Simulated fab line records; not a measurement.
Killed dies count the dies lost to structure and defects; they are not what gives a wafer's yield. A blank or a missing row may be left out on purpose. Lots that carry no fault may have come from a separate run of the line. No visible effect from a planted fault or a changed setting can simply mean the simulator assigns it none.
fab line records | flow sky130
record: lots: 6 wafers: 18 last_day: 49
route steps=708 shown LOCAL_INTERCONNECT@389 CONTACT@406 PAD_OPEN@708
lots that met no fault: taken from a fault-free run of the same line
start_h: start of the lot's first displayed wafer, in hours after the record's first day | wait_h: hours since the lot's step before | " the same as in the row above | L1.1+2: a single row standing in for several wafers | - no value, or no start was given | * or withheld: withheld | < > ~ a bound
route shown NAME@n: names a module that has steps shown in the file, with the first one's number in the route | usual: mean/standard deviation of fault-free wafers | same: alike in all rows | chamber/n: place in a boat | sites: readings site by site | _std_site: the values' standard deviation | _edge_site: outer sites' mean less inner sites' | radius_mm: how far each site lies from the wafer's centre | mask NAME#n: copy n | behind: tool/chamber where the wafer was last shaped | hold: why the lot went on hold/how many hours it stayed there/how the hold came to an end | device: names the non-switching transistor (n, p or np) | end of line: tests of these same wafers at the route's end | a step with no rows: only its recipe | killed: the dies lost at the first sort to structure and to defects; this is not the yield of the wafer | map: shows each die of a wafer: x if killed, . if not, _ if none is there
set.NAME: the run value of the setting; set.NAME@STEP: its run value at that earlier step | model.NAME: the simulator's own value behind a step, which no gauge read
lots at selected steps of the route; one table per step, one row per wafer
services: a tool's chamber out of use, with start hour (start_h, from the record's first day; less than 0 if before it), hours out, and reason
== steps ==
step: SKY_LOCAL_INTERCONNECT_THK_MEAS_02
recipe: thk_meas_gauge: xrf reads: TiN_of_LOCAL_INTERCONNECT_SPUTTER_00
usual: LOCAL_INTERCONNECT_TIN_THK: 100.8/1.1
columns lot.wafer tool chamber start_h wait_h LOCAL_INTERCONNECT_TIN_THK[nm]
L920.1 film_metro-03 - 682.75 0.1 100.1
L920.4 " - " " 101.1
L920.6 " - " " 100.4
L922.2 film_metro-04 - 703.10 0.1 101.0
L922.3 " - " " 100.5
L922.4 " - " " 100.9
L924.1 film_metro-03 - 715.12 0.1 100.3
L924.2 " - " " 99.5
L924.5 " - " " 100.1
L931.2 film_metro-01 - 773.78 0.1 102.0
L931.4 " - " " 102.8
L931.5 " - " " 102.7
L933.1 film_metro-04 - 785.37 0.1 100.1
L933.2 " - " " 100.5
L933.3 " - " " 99.9
L938.1 film_metro-03 - 818.98 0.1 101.5
L938.3 " - " " 102.4
L938.4 " - " " 103.1
step: SKY_LOCAL_INTERCONNECT_DEHYDRATE_03
recipe: temp_c: 200 time_s: 60
step: SKY_LOCAL_INTERCONNECT_HMDS_04
recipe: prime_time_s: 60 prime_temp_c: 120
step: SKY_LOCAL_INTERCONNECT_COAT_05
recipe: resist: BARC temp_c: withheld time_s: withheld spin_rpm: 3000 resist_thk_nm: 60
step: SKY_LOCAL_INTERCONNECT_COAT_06
recipe: resist: KrF-thick spin_rpm: 3000 resist_thk_nm: 455.2
step: SKY_LOCAL_INTERCONNECT_SOFTBAKE_07
recipe: temp_c: 100 time_s: 90 resist: KrF-thick
step: SKY_LOCAL_INTERCONNECT_EXPOSE_08
recipe: mask_id: LI1M na: 0.8 source_shape: annular sigma_inner: 0.55 sigma_outer: 0.85 target_cd_nm: 170 dose_mj: 28
step: SKY_LOCAL_INTERCONNECT_PEB_09
recipe: peb_temp_c: withheld peb_time_s: withheld resist: KrF-thick
step: SKY_LOCAL_INTERCONNECT_DEVELOP_10
recipe: develop_time_s: 60 resist: KrF-thick dev_temp_c: 21
step: SKY_LOCAL_INTERCONNECT_CD_MEAS_11
recipe: target_cd_nm: 170
usual: cd_nm: 170.2/1.4
columns lot.wafer tool chamber start_h wait_h cd_nm
L920.1 cd_sem-01 - 710.80 - 172.4
L920.4 " - " " 173.7
L920.6 " - " " 172.2
L922.2 cd_sem-02 - 730.04 - 170.1
L922.3 " - " " 169.6
L922.4 " - " " 169.1
L924.1 cd_sem-01 - 741.79 - 170.0
L924.2 " - " " 170.0
L924.5 " - " " 168.9
L931.2 cd_sem-02 - 800.52 - 168.4
L931.4 " - " " 168.8
L931.5 " - " " 168.4
L933.1 cd_sem-01 - 811.85 - 169.7
L933.2 " - " " 171.3
L933.3 " - " " 170.5
L938.1 cd_sem-02 - 845.54 - 172.9
L938.3 " - " " 172.7
L938.4 " - " " 171.6
step: SKY_LOCAL_INTERCONNECT_OVL_MEAS_12
usual: LOCAL_INTERCONNECT_OVL: -3/6.2
columns lot.wafer tool chamber start_h wait_h LOCAL_INTERCONNECT_OVL[nm]
L920.1 overlay-02 - 710.92 0.1 3
L920.4 " - " " 9
L920.6 " - " " 9
L922.2 overlay-02 - 730.14 0.1 -7
L922.3 " - " " -5
L922.4 " - " " -4
L924.1 overlay-02 - 741.91 0.1 -8
L924.2 " - " " -1
L924.5 " - " " -10
L931.2 overlay-01 - 800.62 0.1 -12
L931.4 " - " " -4
L931.5 " - " " -12
L933.1 overlay-02 - 811.97 0.1 -4
L933.2 " - " " -6
L933.3 " - " " -8
L938.1 overlay-01 - 845.66 0.1 -14
L938.3 " - " " -12
L938.4 " - " " -2
step: SKY_LOCAL_INTERCONNECT_ETCH_13
recipe: chemistry: N2/H2 target: BARC ion_energy_ev: 200 bias_w: 100 pressure_mtorr: 30 n2_flow_sccm: 100 h2_flow_sccm: 200 icp_w: 500 stop_on: SiO2 time_s: 45.9 target_depth_a: 600
step: SKY_LOCAL_INTERCONNECT_METAL_ETCH_14
recipe: target_depth_nm: 110 stop_on: PSG chemistry: Cl2/BCl3 target: TiN resist_sidewall_deg: 88 pressure_mtorr: 10 icp_w: 900 bias_w: 48.5 Cl2_flow_sccm: 60 bcl3_flow_sccm: 30 time_s: 31.4
usual: drypump_motor_current_A: 5.5/0.36 oes_product_au: 0.941/0.0069 rf_fwd_power_W: 888/3.8 throttle_valve_pct: 21.903/0.0098
columns lot.wafer tool chamber start_h wait_h drypump_motor_current_A oes_product_au rf_fwd_power_W rf_hours_counter_h throttle_valve_pct
L920.1 rie_metal-03 0 711.02 0.0 5.5 0.946 887 13 21.889
L920.4 " 0 " " 5.5 0.954 885 - 21.907
L920.6 " 0 " " 5.5 0.943 884 - 21.890
L922.2 rie_metal-03 1 730.32 0.1 5.3 0.947 890 - 21.887
L922.3 " 1 " " 5.3 0.943 886 - 21.909
L922.4 " 1 " " 5.3 0.948 886 - 21.897
L924.1 rie_metal-03 1 742.08 0.1 5.3 0.943 889 14 21.896
L924.2 " 1 " " 5.3 0.927 888 - 21.886
L924.5 " 1 " " 5.3 0.941 888 - 21.915
L931.2 rie_metal-02 1 800.72 0.0 5.1 0.936 897 14 21.912
L931.4 " 1 " " 5.1 0.944 892 - 21.910
L931.5 " 1 " " 5.0 0.938 891 - 21.883
L933.1 rie_metal-03 0 812.07 0.0 5.5 0.936 885 15 21.893
L933.2 " 1 " " 5.3 0.941 893 18 21.910
L933.3 " 0 " " 5.5 0.938 886 - 21.925
L938.1 rie_metal-02 1 845.76 0.0 5.1 0.946 891 16 21.896
L938.3 " 0 " " 6.0 0.948 887 - 21.889
L938.4 " 1 " " 5.1 0.949 889 - 21.906
step: SKY_LOCAL_INTERCONNECT_STRIP_15
recipe: chemistry: O2/N2 power_w: 1400 pressure_mtorr: 1500 platen_temp_c: withheld o2_flow_sccm: 3000 n2_flow_sccm: 300 overash_fraction: 0.5
step: SKY_LOCAL_INTERCONNECT_STRIP_16
recipe: chemistry: post_etch_residue_remover time_s: 1200 temp_c: 72.5
step: SKY_LOCAL_INTERCONNECT_CLEAN_17
recipe: chemistry: IPA time_s: 180 temp_c: 25
step: SKY_LOCAL_INTERCONNECT_CLEAN_18
recipe: chemistry: O3/DIW dry: n2_spin
step: SKY_CONTACT_CVD_00
recipe: material: Si3N4 target_thk_nm: 75 temp_c: 400 time_s: withheld rf_w: 450
usual: heater_power_w: 747/61 rf_fwd_power_W: 443.5/2.4
columns lot.wafer tool chamber start_h wait_h heater_power_w rf_fwd_power_W
L920.1 pecvd-01 0 712.09 0.0 767 441.4
L920.4 " 0 " " 789 442.2
L920.6 " 1 " " 767 443.8
L922.2 pecvd-04 2 730.99 0.0 685 446.0
L922.3 " 0 " " 685 440.2
L922.4 " 2 " " 693 446.3
L924.1 pecvd-03 2 742.86 0.0 773 443.4
L924.2 " 0 " " 810 442.7
L924.5 " 1 " " 671 443.5
L931.2 pecvd-01 1 801.39 0.0 711 445.8
L931.4 " 1 " " 730 444.8
L931.5 " 2 " " 713 442.7
L933.1 pecvd-01 1 812.71 0.0 798 444.9
L933.2 " 0 " " 847 442.8
L933.3 " 2 " " 744 445.1
L938.1 pecvd-03 1 846.41 0.0 699 443.0
L938.3 " 2 " " 659 444.4
L938.4 " 1 " " 684 442.3
step: SKY_CONTACT_THK_MEAS_01
recipe: reads: Si3N4_of_CONTACT_CVD_00
usual: CONTACT_CVD_00_THK: 75.0/1
columns lot.wafer tool chamber start_h wait_h CONTACT_CVD_00_THK[nm]
L920.1 film_metro-02 - 712.13 - 74.8
L920.4 " - " " 74.3
L920.6 " - " " 75.0
L922.2 film_metro-04 - 731.04 - 74.5
L922.3 " - " " 75.1
L922.4 " - " " 76.6
L924.1 film_metro-02 - 742.89 - 74.3
L924.2 " - " " 74.6
L924.5 " - " " 75.1
L931.2 film_metro-04 - 801.43 - 74.9
L931.4 " - " " 76.0
L931.5 " - " " 75.8
L933.1 film_metro-04 - 812.74 - 74.7
L933.2 " - " " 74.4
L933.3 " - " " 74.0
L938.1 film_metro-04 - 846.44 - 73.9
L938.3 " - " " 72.7
L938.4 " - " " 75.0
step: SKY_CONTACT_HDPCVD_02
recipe: material: SiO2 target_thk_nm: 565 sigma_open_frac: 0.3 time_s: 94.2 temp_c: 600 sih4_flow_sccm: 60 pressure_mtorr: 6
step: SKY_CONTACT_THK_MEAS_03
recipe: reads: SiO2_of_CONTACT_HDPCVD_02
usual: CONTACT_HDPCVD_THK: 563/4.8
columns lot.wafer tool chamber start_h wait_h CONTACT_HDPCVD_THK[nm]
L920.1 film_metro-04 - 712.26 0.0 551
L920.4 " - " " 552
L920.6 " - " " 561
L922.2 film_metro-01 - 731.16 0.0 565
L922.3 " - " " 565
L922.4 " - " " 557
L924.1 film_metro-01 - 743.02 0.0 568
L924.2 " - " " 561
L924.5 " - " " 566
L931.2 film_metro-02 - 801.56 0.0 566
L931.4 " - " " 565
L931.5 " - " " 564
L933.1 film_metro-02 - 812.87 0.0 565
L933.2 " - " " 567
L933.3 " - " " 565
L938.1 film_metro-02 - 846.57 0.0 565
L938.3 " - " " 560
L938.4 " - " " 563
step: SKY_CONTACT_CMP_04
recipe: material: SiO2 down_force_psi: 4 platen_rpm: 60 pad_velocity_m_s: 0.94248
usual: motor_current_A: 11.8/0.98 time_to_endpoint_s: 81/3.2
columns lot.wafer tool chamber start_h wait_h motor_current_A time_to_endpoint_s
L920.1 cmp-01 2 712.42 0.1 13.0 78
L920.4 " 3 " " 12.4 81
L920.6 " 0 " " 12.3 80
L922.3 cmp-02 1 731.21 0.0 10.9 86
L922.2 " 2 " " 10.3 84
L922.4 " 0 " " 11.4 79
L924.2 cmp-02 2 743.08 0.0 10.6 86
L924.1 " 0 " " 11.5 90
L924.5 " 2 " " 10.9 87
L931.4 cmp-01 3 801.61 0.0 12.6 79
L931.2 " 0 " " 12.2 79
L931.5 " 0 " " 11.8 81
L933.1 cmp-02 0 812.98 0.1 11.3 81
L933.3 " 1 " " 11.0 79
L933.2 " 2 " " 10.3 81
L938.1 cmp-01 1 846.63 0.1 10.4 81
L938.3 " 3 " " 12.5 84
L938.4 " 0 " " 11.8 82
step: SKY_CONTACT_BOW_MEAS_05
recipe: mode: bow
usual: CONTACT_BOW: 81/6.3
columns lot.wafer tool chamber start_h wait_h CONTACT_BOW[um]
L920.1 film_metro-04 - 712.62 0.1 78
L920.4 " - " " 82
L920.6 " - " " 80
L922.2 film_metro-01 - 731.53 0.2 82
L922.3 " - " " 81
L922.4 " - " " 85
L924.1 film_metro-04 - 743.38 0.1 83
L924.2 " - " " 82
L924.5 " - " " 76
L931.2 film_metro-02 - 801.93 0.2 87
L931.4 " - " " 83
L931.5 " - " " 71
L933.1 film_metro-01 - 813.23 0.2 76
L933.2 " - " " 80
L933.3 " - " " 79
L938.1 film_metro-01 - 846.93 0.2 80
L938.3 " - " " 80
L938.4 " - " " 80
step: SKY_CONTACT_DEHYDRATE_06
recipe: temp_c: 200 time_s: 60
step: SKY_CONTACT_HMDS_07
recipe: prime_time_s: 60 prime_temp_c: 120
step: SKY_CONTACT_COAT_08
recipe: resist: BARC temp_c: withheld time_s: withheld spin_rpm: 3000 resist_thk_nm: 60
step: SKY_CONTACT_COAT_09
recipe: resist: KrF-thick spin_rpm: 3000 resist_thk_nm: 450
step: SKY_CONTACT_SOFTBAKE_10
recipe: temp_c: 100 time_s: 90 resist: KrF-thick
step: SKY_CONTACT_EXPOSE_11
recipe: mask_id: CTM1 na: 0.8 source_shape: annular sigma_inner: 0.55 sigma_outer: 0.85 target_cd_nm: 170 dose_mj: 38
step: SKY_CONTACT_PEB_12
recipe: peb_temp_c: withheld peb_time_s: withheld resist: KrF-thick
step: SKY_CONTACT_DEVELOP_13
recipe: develop_time_s: 60 resist: KrF-thick dev_temp_c: 21
step: SKY_CONTACT_CD_MEAS_14
recipe: target_cd_nm: 170
usual: cd_nm: 169.6/1.2
columns lot.wafer tool chamber start_h wait_h cd_nm
L920.1 cd_sem-02 - 740.10 - 169.6
L920.4 " - " " 171.1
L920.6 " - " " 170.4
L922.2 cd_sem-01 - 758.17 - 169.9
L922.3 " - " " 170.5
L922.4 " - " " 169.4
L924.1 cd_sem-01 - 771.02 - 170.5
L924.2 " - " " 170.3
L924.5 " - " " 170.9
L931.2 cd_sem-01 - 827.82 - 170.1
L931.4 " - " " 170.4
L931.5 " - " " 169.7
L933.1 cd_sem-01 - 839.12 - 169.3
L933.2 " - " " 169.6
L933.3 " - " " 168.6
L938.1 cd_sem-01 - 872.22 - 169.9
L938.3 " - " " 169.9
L938.4 " - " " 170.4
step: SKY_CONTACT_OVL_MEAS_15
usual: CONTACT_OVL: -1/5.3
columns lot.wafer tool chamber start_h wait_h CONTACT_OVL[nm]
L920.1 overlay-02 - 740.22 0.1 -3
L920.4 " - " " 1
L920.6 " - " " -2
L922.2 overlay-01 - 758.27 0.1 1
L922.3 " - " " 0
L922.4 " - " " 0
L924.1 overlay-02 - 771.14 0.1 2
L924.2 " - " " 1
L924.5 " - " " 0
L931.2 overlay-02 - 827.92 0.1 6
L931.4 " - " " -8
L931.5 " - " " 4
L933.1 overlay-01 - 839.24 0.1 -10
L933.2 " - " " -5
L933.3 " - " " 1
L938.1 overlay-02 - 872.34 0.1 -8
L938.3 " - " " -8
L938.4 " - " " -9
step: SKY_CONTACT_ETCH_16
recipe: chemistry: N2/H2 target: BARC ion_energy_ev: 200 source_w: 500 bias_w: 100 pressure_mtorr: 30 n2_flow_sccm: 100 h2_flow_sccm: 200 stop_on: SiO2 time_s: 45.9 target_depth_a: 600
step: SKY_CONTACT_ETCH_17
recipe: target: SiO2 chemistry: C4F8/O2/Ar stop_on: Si3N4 mask_material: KrF-thick source_w: 1500 bias_w: 1200 pressure_mtorr: 40 c4f8_flow_sccm: withheld O2_flow_sccm: 6 Ar_flow_sccm: 300 time_s: withheld target_depth_a: 3400
usual: oes_product_au: 0.891/0.0049 rf_fwd_power_W: 1488/6.8
columns lot.wafer tool chamber start_h wait_h oes_product_au rf_fwd_power_W
L920.1 rie_diel-02 0 740.30 0.0 0.889 1493
L920.4 " 3 " " 0.897 1498
L920.6 " 0 " " 0.891 1491
L922.2 rie_diel-01 0 758.35 0.0 0.894 1493
L922.3 " 3 " " 0.890 1481
L922.4 " 2 " " 0.899 1492
L924.1 rie_diel-01 2 771.21 0.0 0.892 1493
L924.2 " 1 " " 0.895 1471
L924.5 " 0 " " 0.895 1485
L931.2 rie_diel-01 2 828.00 0.0 0.890 1490
L931.4 " 1 " " 0.892 1474
L931.5 " 3 " " 0.895 1484
L933.1 rie_diel-02 2 839.32 0.0 0.890 1480
L933.2 " 1 " " 0.897 1492
L933.3 " 3 " " 0.890 1495
L938.1 rie_diel-03 3 872.42 0.0 0.888 1484
L938.3 " 0 " " 0.898 1481
L938.4 " 0 " " 0.890 1489
step: SKY_CONTACT_ETCH_18
recipe: target: Si3N4 chemistry: CHF3/O2 stop_on: TiN source_w: 600 bias_w: 200 pressure_mtorr: 40 chf3_flow_sccm: 50 O2_flow_sccm: 5 time_s: 39 target_depth_a: 750
step: SKY_CONTACT_STRIP_19
recipe: chemistry: O2/N2 power_w: 1364 pressure_mtorr: 1500 platen_temp_c: withheld o2_flow_sccm: 3000 n2_flow_sccm: 300 overash_fraction: 0.5
usual: drypump_motor_current_A: 5.5/0.42 n2_flow_sccm: 300.2/0.87 oes_product_au: 0.381/0.0049 strip_time_to_endpoint_s: 3.705/0.024
columns lot.wafer tool chamber start_h wait_h drypump_motor_current_A n2_flow_sccm oes_product_au rf_hours_counter_h strip_time_to_endpoint_s
L920.1 plasma_asher-03 1 740.39 - 5.6 300.2 0.376 30 3.689
L920.4 " 1 " " 5.6 300.2 0.380 - 3.701
L920.6 " 0 " " 6.0 300.2 0.384 - 3.708
L922.2 plasma_asher-02 0 758.44 - 5.9 301.4 0.387 1 3.691
L922.3 " 1 " " 4.7 300.1 0.379 - 3.708
L922.4 " 0 " " 5.8 300.7 0.382 - 3.701
L924.1 plasma_asher-03 0 771.30 - 6.0 301.0 0.381 33 3.683
L924.2 " 1 " " 5.6 299.6 0.380 33 3.745
L924.5 " 1 " " 5.6 299.1 0.377 - 3.702
L931.2 plasma_asher-02 0 828.09 - 5.9 300.3 0.379 8 3.726
L931.4 " 1 " " 4.7 299.9 0.380 - 3.752
L931.5 " 0 " " 5.8 300.6 0.387 - 3.735
L933.1 plasma_asher-03 0 839.41 - 6.0 300.1 0.387 40 3.709
L933.2 " 1 " " 5.6 300.8 0.373 40 3.702
L933.3 " 1 " " 5.6 301.7 0.376 - 3.696
L938.1 plasma_asher-02 1 872.51 - 4.7 300.4 0.381 13 3.685
L938.3 " 0 " " 5.9 301.2 0.376 - 3.682
L938.4 " 1 " " 4.7 299.3 0.382 - 3.697
step: SKY_CONTACT_STRIP_20
recipe: chemistry: post_etch_residue_remover time_s: 1200 temp_c: 72.5
step: SKY_CONTACT_CLEAN_21
recipe: chemistry: IPA time_s: 180 temp_c: 25
step: SKY_CONTACT_CLEAN_22
recipe: chemistry: O3/DIW dry: n2_spin
step: SKY_CONTACT_SPUTTER_23
recipe: material: TiN target_thk_nm: 20 chamber_pressure_pa: 5 power_w: 4000 time_s: 80
step: SKY_CONTACT_CVD_24
recipe: material: W target_thk_nm: 340 time_s: 102.12 temp_c: 400 pressure_torr: 40
usual: heater_power_w: 852/54
columns lot.wafer tool chamber start_h wait_h heater_power_w
L920.1 cvd_w-02 1 741.04 0.0 877
L920.4 " 1 " " 873
L920.6 " 0 " " 916
L922.2 cvd_w-01 1 759.09 0.0 758
L922.3 " 0 " " 839
L922.4 " 1 " " 782
L924.1 cvd_w-02 0 771.97 0.0 919
L924.2 " 1 " " 875
L924.5 " 0 " " 913
L931.2 cvd_w-01 0 828.75 0.0 864
L931.4 " 0 " " 854
L931.5 " 1 " " 798
L933.1 cvd_w-01 1 840.09 0.0 789
L933.2 " 0 " " 894
L933.3 " 1 " " 784
L938.1 cvd_w-02 1 873.16 0.0 854
L938.3 " 1 " " 881
L938.4 " 0 " " 909
step: SKY_PAD_OPEN_PROBE_99
usual: killed_at_M0_to_M3: 44/7.1 killed_at_M4_up: 3.1/1.9 killed_at_contacts: 25/5.8 killed_at_front_end: 16/4.5 killed_at_other: 0.3/0.52 killed_dies: 88/9.1 killed_open: 48/6.8 killed_short: 39/5.8
same: gross_dies: 492 killed_at_back_side: 0
columns lot.wafer tool chamber start_h wait_h killed_at_M0_to_M3 killed_at_M4_up killed_at_contacts killed_at_front_end killed_at_other killed_dies killed_open killed_short
L922.2 prober-02 - 1097.52 0.1 52 7 41 7 0 107 46 37
L922.3 prober-02 - 1097.57 0.2 47 1 43 11 1 103 43 39
L922.4 prober-02 - 1097.62 0.2 48 4 46 16 1 115 49 42
L924.1 prober-02 - 1104.86 0.1 30 2 63 12 0 107 41 39
L924.2 prober-02 - 1104.91 0.1 39 3 44 21 0 107 54 31
L924.5 prober-02 - 1105.06 0.2 32 3 43 20 0 98 41 35
killed by level:class
L922.2 LOCAL_INTERCONNECT:unspecified=24 VIA1:geometric_particle:open=14 VIA2:geometric_particle:open=8 LI_CONTACT:geometric_particle:open=8 VIA1:geometric_particle:short=7 METAL1:geometric_particle:short=6 VIA3:geometric_particle:open=6 CONTACT:geometric_particle:open=5
L922.3 LOCAL_INTERCONNECT:unspecified=21 VIA1:geometric_particle:open=10 CONTACT:geometric_particle:open=8 VIA2:geometric_particle:open=7 METAL2:geometric_particle:short=7 METAL1:geometric_particle:short=6 LI_CONTACT:geometric_particle:open=5 CONTACT:geometric_particle:short=5
L922.4 LOCAL_INTERCONNECT:unspecified=24 VIA2:geometric_particle:open=10 VIA1:geometric_particle:open=9 CONTACT:geometric_particle:open=8 METAL1:geometric_particle:short=8 VIA1:geometric_particle:short=8 LI_CONTACT:geometric_particle:open=7 FIELD_ISO:geometric_particle:short=6
L924.1 LOCAL_INTERCONNECT:unspecified=27 LOCAL_INTERCONNECT:geometric_particle:short=9 LI_CONTACT:geometric_particle:open=8 CONTACT:geometric_particle:short=8 VIA3:geometric_particle:open=6 CONTACT:geometric_particle:open=6 VIA1:geometric_particle:open=6 FIELD_ISO:geometric_particle:open=3
L924.2 LOCAL_INTERCONNECT:unspecified=22 CONTACT:geometric_particle:open=11 FIELD_ISO:geometric_particle:open=7 VIA2:geometric_particle:open=7 VIA1:geometric_particle:open=7 LI_CONTACT:geometric_particle:open=6 VIA1:geometric_particle:short=6 POLY_GATE:geometric_particle:open=5
L924.5 LOCAL_INTERCONNECT:unspecified=21 VIA1:geometric_particle:open=9 LI_CONTACT:geometric_particle:open=7 POLY_GATE:geometric_particle:open=5 POLY_GATE:geometric_particle:short=5 CONTACT:geometric_particle:short=5 VIA2:geometric_particle:open=5 LOCAL_INTERCONNECT:geometric_particle:short=4
map L922.4 (x killed, . not)
__________.........x_________
________.x.....xx..x.x_______
______....x......xx....._____
_____.........x.xx..x..x.____
____....x.x.........x.....___
___x.....xxx....x.x.x...x..__
__.....x..x..xx...xx........_
_x......x.....x.xx....x..x.x.
_.x......x.x............xxx.x
_..x...........x........x....
_........x....x..xx..........
_.x...xxx.........xx.........
_.......................x....
_...............xxx..........
_x.xx...x..x.x........x....x.
__.x..xxx..xxxx.........x..._
___...x..............xxxxxx__
____................xxxxxx___
_____..x.xx...x..x...xxxx____
______.............xxxxx_____
________...x.....x.x.x_______
__________.xx...x.x._________
map L924.1 (x killed, . not)
__________.....x.x.x_________
________.............x_______
______.......xx..x......_____
_____x....x...x.x..x...xx____
____.....x...x.x.........x___
___...x..x.......x..x......__
__..x...................xx.._
_..x..........xx...x.......x.
_.x....x.x......x.x.x......x.
_..x.......x..x.x..x.........
_......x..x.......x..x......x
_x.........x......x.....x....
_..x..xx.....................
_.x.............x..x....x....
_...xx.xx...x......x......xx.
__..x.x......x.....xx..xxxxx_
___.......x...........xxxxx__
____.........x......xxxxxx___
_____...............xxxxx____
______.x............xxxx_____
________...x......xxxx_______
__________...x.x...x_________
== services ==
columns tool chamber start_h hours kind
rie_metal-02 0 695.15 10.8 repair
rie_diel-02 0 696.08 2.9 repair
cmp-01 - 696.49 5.8 repair
pecvd-01 1 714.29 9.4 repair
rie_diel-01 0 715.56 3.7 repair
rie_diel-01 0 719.49 8.3 repair
pecvd-03 - 720.30 2.4 repair
cmp-01 - 722.53 5.2 pm
rie_metal-03 0 726.52 63.0 repair
plasma_asher-02 - 733.75 9.0 pm
rie_diel-02 2 734.75 6.1 repair
cmp-02 - 744.00 4.0 pm
pecvd-03 2 752.36 2.2 repair
cmp-02 - 752.54 1.6 repair
pecvd-01 - 773.27 1.4 repair
cmp-01 - 785.94 0.7 repair
rie_diel-01 0 816.82 8.3 repair
plasma_asher-02 - 822.15 2.8 pm
rie_metal-03 - 827.80 14.6 pm
cvd_w-02 - 839.81 2.8 pm
plasma_asher-03 - 846.38 1.7 repair
cmp-02 - 851.36 11.3 repair
rie_metal-03 1 851.76 17.4 repair
cmp-02 - 870.86 1.5 repair
== key ==
first_sign: step: SKY_PAD_OPEN_PROBE_99 reading: killed_at_contacts direction: up sigmas: 3.8 usual: 25 struck: 47
effect: step: SKY_PAD_OPEN_PROBE_99 reading: killed_dies direction: up sigmas: 2 usual: 88 struck: 106 wafers_moved: 5
met_at SKY_LOCAL_INTERCONNECT_METAL_ETCH_14
struck_wafers L922.2,L922.3,L922.4,L924.1,L924.2,L924.5
tester_left_out L922,L924
onset_between 711.02 730.32
fault: kind: chamber_particle_source tool: rie_metal-03 chamber: - onset_h: 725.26 steps: SKY_LOCAL_INTERCONNECT_METAL_ETCH_14 rate_per_visit_cm2: 1.531 end_h: 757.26
tester_left_out: of these lots the tester's yield and bins aren't shown, on N5 and GAA mostly nor the transistor test; their killed dies are dies lost to structure and defects alone, not to doping, threshold or leakage, so they don't give the yield
